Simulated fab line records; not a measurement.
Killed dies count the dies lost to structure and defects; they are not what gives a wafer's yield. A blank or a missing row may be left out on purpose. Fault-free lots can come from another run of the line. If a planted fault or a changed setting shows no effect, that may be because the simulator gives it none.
The tool behind it: which one? ; flow gf180mcu ; Sampling: 14 lots, 42 wafers, 5 of 602 route steps

== WHAT EACH GAUGE READ, for each wafer ==
GF_DUAL_GATE_THK_MEAS_03.
lot;measured;on;DUAL_GATE_OXIDATION_00_THK (nm)
L337;day 7 22:24;film metro-02;11.06 10.98 11.05
L338;day 8 07:22;film metro-01;11.23 11.35 11.28
L339;day 8 12:40;film metro-02;10.73 10.58 10.48
L344;day 9 20:58;film metro-02;10.71 10.93 10.91
L345;day 10 05:13;film metro-03;10.89 10.83 10.96
L346;day 10 15:59;film metro-02;10.97 11.03 10.99
L349;day 11 09:26;film metro-02;10.94 10.92 10.81
L352;day 12 07:27;film metro-03;12.43 12.62 12.54
L353;day 12 15:24;film metro-03;12.68 12.53 12.52
L354;day 12 19:34;film metro-01;12.77 12.80 12.81
L355;day 13 01:36;film metro-02;10.75 10.89 10.89
L356;day 13 09:04;film metro-03;10.84 10.91 10.77
L357;day 13 18:29;film metro-03;10.96 10.82 10.91
L359;day 14 08:07;film metro-03;10.55 10.75 10.47

GF_V2_OVL_MEAS_15.
lot;measured;on;V2_OVL (nm)
L337;day 20 12:59;overlay-02;8 4 1
L338;day 20 23:59;overlay-01;12 4 1
L339;day 21 08:09;overlay-02;-5 -6 -10
L344;day 23 07:14;overlay-01;5 3 1
L345;day 23 22:49;overlay-01;5 2 1
L346;day 24 07:40;overlay-02;8 5 4
L349;day 25 08:48;overlay-01;0 7 -2
L352;day 26 09:57;overlay-01;7 6 1
L353;day 26 15:54;overlay-01;2 -5 -4
L354;day 26 19:44;overlay-01;-1 -5 5
L355;day 27 07:18;overlay-02;-11 -10 -12
L356;day 27 03:22;overlay-01;-7 -6 3
L357;day 27 14:32;overlay-02;3 -6 6
L359;day 28 02:29;overlay-01;-2 9 -4

== WHAT TOOL EACH LOT RAN ON (gives the tool, then ch and the chambers of the sampled wafers, and finally the start) ==
lot;GF_DUAL_GATE_OXIDATION_02;GF_M2_SPUTTER_04;GF_V2_CVD_02
L337;furnace-01 ch 0, day 7 20:56;pvd sputter-03, day 18 10:45;pecvd-01 ch 1,2, day 19 11:55
L338;furnace-01 ch 0, day 8 05:56;pvd sputter-03, day 18 22:10;pecvd-01 ch 0,1,2, day 19 23:13
L339;furnace-02 ch 0, day 8 11:11;pvd sputter-04, day 19 07:07;pecvd-04 ch 0,1,2, day 20 07:49
L344;furnace-02 ch 0, day 9 19:31;pvd sputter-01, day 21 07:54;pecvd-01 ch 0,2, day 22 07:50
L345;furnace-01 ch 0, day 10 03:46;pvd sputter-01, day 21 22:20;pecvd-01 ch 0,1,2, day 22 23:12
L346;furnace-01 ch 0, day 10 14:31;pvd sputter-01, day 22 08:11;pecvd-04 ch 0,1,2, day 23 08:44
L349;furnace-02 ch 0, day 11 08:00;pvd sputter-01, day 23 12:02;pecvd-04 ch 0,1, day 24 10:59
L352;furnace-01 ch 0, day 12 05:59;pvd sputter-03, day 24 14:13;pecvd-02 ch 0,2, day 25 12:31
L353;furnace-01 ch 0, day 12 13:55;pvd sputter-03, day 24 18:58;pecvd-02 ch 0,1,2, day 25 17:32
L354;furnace-01 ch 0, day 12 18:06;pvd sputter-03, day 25 00:19;pecvd-02 ch 1,2, day 25 22:11
L355;furnace-02 ch 0, day 13 00:09;pvd sputter-03, day 25 13:20;pecvd-02 ch 0,2, day 26 10:58
L356;furnace-02 ch 0, day 13 07:37;pvd sputter-04, day 25 07:53;pecvd-02 ch 0,2, day 26 06:13
L357;furnace-02 ch 0, day 13 17:02;pvd sputter-01, day 25 19:02;pecvd-01 ch 0,1, day 26 17:50
L359;furnace-02 ch 0, day 14 06:40;pvd sputter-04, day 26 09:04;pecvd-01 ch 0,1, day 27 06:02
- GF_DUAL_GATE_OXIDATION_02: stabilise 600 s, purge 300 s, target thk 10.887 nm.
- GF_M2_SPUTTER_04: material TiN, target thk 50 nm, time 41.7 s.
- GF_V2_CVD_02: deposits SiO2 from TEOS, target thk 850 nm, time 94.851 s.

== WHAT THE TOOLS THEMSELVES READ (means of the sampled wafers that have a number; where no wafer has one, the mark that the record gives instead) ==
GF_DUAL_GATE_OXIDATION_02.
lot;tool;spike tc centre C (C);spike tc lower C (C)
L337;furnace-01;900.1;901.0
L338;furnace-01;901.2;900.8
L339;furnace-02;899.3;900.5
L344;furnace-02;898.1;900.5
L345;furnace-01;900.1;901.4
L346;furnace-01;900.4;901.2
L349;furnace-02;898.5;900.9
L352;furnace-01;901.4;900.2
L353;furnace-01;900.5;901.3
L354;furnace-01;901.1;900.9
L355;furnace-02;898.9;900.3
L356;furnace-02;899.2;900.7
L357;furnace-02;899.2;900.8
L359;furnace-02;899.0;901.7

GF_M2_SPUTTER_04.
lot;tool;throttle valve pct (%)
L337;pvd sputter-03;30.1
L338;pvd sputter-03;29.2
L339;pvd sputter-04;30.8
L344;pvd sputter-01;31.1
L345;pvd sputter-01;31.8
L346;pvd sputter-01;31.4
L349;pvd sputter-01;31.2
L352;pvd sputter-03;31.2
L353;pvd sputter-03;30.7
L354;pvd sputter-03;30.7
L355;pvd sputter-03;30.3
L356;pvd sputter-04;31.1
L357;pvd sputter-01;32.0
L359;pvd sputter-04;30.9

GF_V2_CVD_02.
lot;tool;heater power w (W)
L337;pecvd-01;713
L338;pecvd-01;619
L339;pecvd-04;630
L344;pecvd-01;580
L345;pecvd-01;636
L346;pecvd-04;653
L349;pecvd-04;686
L352;pecvd-02;583
L353;pecvd-02;620
L354;pecvd-02;628
L355;pecvd-02;621
L356;pecvd-02;594
L357;pecvd-01;753
L359;pecvd-01;678

== THE ANSWER, worked out from the rows above alone ==
Rule: usual is defined by the lots themselves. The widest of any qualifying gaps counts: lots, ordered by their means at a reading, are off when they make up no more than a third of the lots, leave a main group of 4 or more, and stand apart from it by 3 or more times the standard deviation of that group's means. A main group whose means are all the same, to the digits that the tables above print for the reading, isn't used. A lot without any number at a reading at which 4 lots or more have one is off too. Any other lot the step has rows for is counted as sound. The gauges are gone through in route order, then the tools' own readings, and for those a lot's mean is taken as printed above. The first step at which some lot is off is used, and at that step the reading that is off furthest; a lot without a number counts as furthest.
Off: at GF_DUAL_GATE_THK_MEAS_03 (DUAL_GATE_OXIDATION_00_THK), L352, L353, L354. The main group has a mean of 10.88 nm with a standard deviation of 0.18.
If a tool, at a process step before that reading, ran all the lots that are off and no sound lot after the first of them, it fits. The gauges at GF_DUAL_GATE_THK_MEAS_03 are tried like those tools. One candidate fits, namely furnace-01 at GF_DUAL_GATE_OXIDATION_02. A fault onset in the window from L346 (day 10 14:31, its last sound lot) to L352 (day 12 05:59, its first lot off) fits.

== WHAT THE SIMULATOR PUT IN ==
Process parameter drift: furnace-01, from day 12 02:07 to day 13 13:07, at GF_DUAL_GATE_OXIDATION_02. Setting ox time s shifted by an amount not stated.
Struck lots among those shown: L352, L353, L354. The rule above found the same.
